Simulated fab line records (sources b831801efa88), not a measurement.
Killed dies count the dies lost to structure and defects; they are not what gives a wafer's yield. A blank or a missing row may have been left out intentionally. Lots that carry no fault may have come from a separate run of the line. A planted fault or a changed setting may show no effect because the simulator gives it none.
Split-lot study ; flow sky130 ; 5 lots, 23 wafers read, on a route of 708 steps

== THE SPLIT ==
At SKY_VIA2_ETCH_14 (etches BARC in N2/H2, stops on SiO2, time 45.9 s, target depth 60 nm), the setting time_s was moved away from the recipe's 45.9 s on 9 of the 23 wafers read, by -11.9% to +14.3%. The other wafers ran this setting at the recipe's value.

The file shows no step between the split and the reading.

== THE READING ==
KrF-thick_of_VIA2_COAT_07.thk_nm (the simulator's own value, which no gauge read), in nm, at SKY_VIA2_ETCH_15 (etches SiO2 in C4F8/O2/Ar, stops on TiN, target depth 546 nm, time 84 s). There is no usual value for it anywhere in the file. Average 281.0 nm, standard deviation 2 nm, over the 14 wafers here run with the recipe.

wafer;tool, chamber at the split;time_s as run, s;against the recipe;KrF-thick_of_VIA2_COAT_07.thk_nm, nm;against lot-mates on the recipe
L077.1;rie_diel-01, 0;45.9;recipe;280.3;-
L077.2;rie_diel-01, 2;45.9;recipe;279.3;-
L077.4;rie_diel-01, 1;45.9;recipe;280.9;-
L077.5;rie_diel-01, 2;45.9;recipe;279;-
L077.6;rie_diel-01, 3;45.9;recipe;277.6;-
L078.1;rie_diel-04, 2;45.9;recipe;281.4;-
L078.2;rie_diel-04, 1;52.48;+14.3%;273.5;-7.9
L078.3;rie_diel-04, 0;52.48;+14.3%;272.8;-8.6
L078.4;rie_diel-04, 3;52.48;+14.3%;273.8;-7.6
L078.5;rie_diel-04, 2;45.9;recipe;281.5;-
L081.1;rie_diel-04, 0;45.9;recipe;279.6;-
L081.4;rie_diel-04, 2;45.9;recipe;283.6;-
L081.5;rie_diel-04, 2;45.9;recipe;284.2;-
L082.2;rie_diel-03, 0;49.65;+8.2%;278.1;-4.0
L082.3;rie_diel-03, 3;49.65;+8.2%;274.7;-7.4
L082.4;rie_diel-03, 2;45.9;recipe;280.5;-
L082.5;rie_diel-03, 0;45.9;recipe;283.7;-
L082.6;rie_diel-03, 1;49.65;+8.2%;276.2;-5.9
L085.1;rie_diel-01, 0;45.9;recipe;283;-
L085.2;rie_diel-01, 1;40.42;-11.9%;292.4;+11.3
L085.3;rie_diel-01, 2;40.42;-11.9%;285.9;+4.8
L085.4;rie_diel-01, 3;45.9;recipe;279.1;-
L085.5;rie_diel-01, 0;40.42;-11.9%;288.8;+7.8

THE FIT
A straight line over all 23 wafers: KrF-thick_of_VIA2_COAT_07.thk_nm changes by -0.593 nm for each +1% of time_s; r = -0.91; the points scatter about the line by 2 nm.
The same after taking each lot's own level away (the mean of its wafers on the recipe; 23 wafers): -0.625 nm for each +1%; r = -0.94; scatter 1.7 nm.
On that fit, the largest move of time_s shifts the reading by 9 nm.
The span of the lots' own levels, 279.42 to 282.47 nm, comes to 1.6 times the standard deviation stated above.
Consequently the slope shifts little with the lot-to-lot level, the two slopes agreeing.
Check: -9.07 nm against its lot-mates is what the line predicts for one of the wafers moved furthest among these (+14.3%) when that wafer is left out of the fit. It came out at -7.95 nm against them.

== THESE WAFERS: OTHER SPLITS ==
Other splits were also applied to these wafers ahead of the reading. Each is held against what the fit with the lots' levels taken away leaves over:
other split on the same wafers;wafers away from the commonest value;r with KrF-thick_of_VIA2_COAT_07.thk_nm (lot level and that fit taken away)
SKY_VIA1_HDPCVD_00 sih4_flow_sccm;9;+0.34
SKY_VIA1_CVD_21 pressure_torr;15;+0.18
SKY_METAL2_SPUTTER_03 time_s;7;+0.13
SKY_METAL2_METAL_ETCH_19 icp_w;5;-0.10
SKY_VIA2_HDPCVD_00 time_s;8;+0.04

== THE WHOLE CHAIN: every reading that the file lists as answering this split, in the file's order ==
step;what it does;reading;change (the file's fit);r (the file's)
SKY_VIA2_ETCH_14;etches BARC in N2/H2, stops on SiO2, time 45.9 s, target depth 60 nm;KrF-thick_of_VIA2_COAT_07.thk_nm (the simulator's own value, which no gauge read);-0.511 nm for each +1% of the setting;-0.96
SKY_VIA2_ETCH_15;etches SiO2 in C4F8/O2/Ar, stops on TiN, target depth 546 nm, time 84 s;KrF-thick_of_VIA2_COAT_07.thk_nm (the simulator's own value, which no gauge read);-0.626 nm for each +1% of the setting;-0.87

== FILE'S OWN FIT ==
KrF-thick_of_VIA2_COAT_07.thk_nm changes by -0.626 nm for each +1% of time_s, r = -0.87.
